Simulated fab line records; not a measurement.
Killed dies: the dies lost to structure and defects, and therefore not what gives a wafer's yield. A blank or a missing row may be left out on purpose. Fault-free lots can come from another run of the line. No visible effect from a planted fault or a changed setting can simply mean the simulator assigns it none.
Problem report in the 8D (eight disciplines) form, filled by code | flow sky130 | the parts of the form that need people (team, actions taken, sign-off) are left out

1. WHAT IS WRONG
rf fwd power W at SKY_SONOS_ONO_ETCH_15 reads a mean of 490 W on 3 wafers of 2 lots; wafers without a fault read 588 W with a standard deviation of 3.1. Relative to the usual mean, that is a shift of -32 standard deviations.
The step: etches the open film in CHF3/O2, target depth 19.52 nm, time 7.8 s.
First seen on wafer L448.6, day 18 04:22, on rie diel-02. At this step, 18 wafers from 6 lots have a number in the record. Rule for "out" (also "out of limits"): further than 4 standard deviations from the usual mean. All remaining wafers that have a number are taken as sound.

2. WHAT IT IS, AND WHAT IT ISN'T
question                    | is                             | is not
which readings at this step | rf fwd power W, oes product au | drypump motor current A
which lots                  | L448, L449                     | L433, L437, L438, L454
which wafers of those lots  | L448.6, L449.3, L449.5         | L448.1, L448.5, L449.4
read on which tools         | rie diel-02                    | rie diel-03, rie diel-04
when                        | from day 18 04:22              | up to then (11 sound wafers); but 4 sound wafers of L449, L454 came after

3. WHAT RULES OUT EACH SUSPECT
Counting: any tool at a process step up to the reading remains a suspect provided it ran every lot that is out. Sound lots after the first of them don't rule it out here, since some wafers of a struck lot are sound.
- rie diel-02 at SKY_SONOS_ONO_ETCH_15 (etches the open film in CHF3/O2, target depth 19.52 nm, time 7.8 s): kept. It processed each lot that is out (first: L448, day 18 04:22); up to then, its last sound lot is L437 (day 14 11:25). On those wafers its own readings are out: oes product au, rf fwd power W.
- At SKY_SONOS_ONO_ETCH_15, inside rie diel-02: chamber 3 took the wafers that are out, while their sound lot-mates went through chambers 0, 1.
Remaining after the count: rie diel-02 at SKY_SONOS_ONO_ETCH_15.

4. THE CAUSE (what the simulator had put in)
rie diel-02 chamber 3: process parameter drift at SKY_SONOS_ONO_ETCH_15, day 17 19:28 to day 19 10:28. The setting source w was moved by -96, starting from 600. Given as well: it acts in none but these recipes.
This tool alone remained once counting was done.

5. THE EFFECT CHAIN, in route order
Each row: a reading where the mean over the struck wafers with a number is more than 3 standard deviations away from the usual. Only readings for which the record gives a usual standard deviation are gone through. hours: the time from each lot's start at the first step in this table that gives one to its start at this step, as a median over the lots. sigmas: the change in usual standard deviations.
hours | step                  | reading        | usual      | on struck wafers | change | sigmas
0     | SKY_SONOS_ONO_ETCH_15 | oes product au | 0.999 a.u. | 0.957            | -0.042 | -5.1
0     | SKY_SONOS_ONO_ETCH_15 | rf fwd power W | 588 W      | 490              | -98    | -32
It contains these process steps:
- SKY_SONOS_ONO_ETCH_15: etches the open film in CHF3/O2, target depth 19.52 nm, time 7.8 s.

6. HOW IT WOULD HAVE BEEN CAUGHT EARLIER
In this record no reading fell out of limits until day 18 04:22, 9 hours after the fault had begun at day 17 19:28.
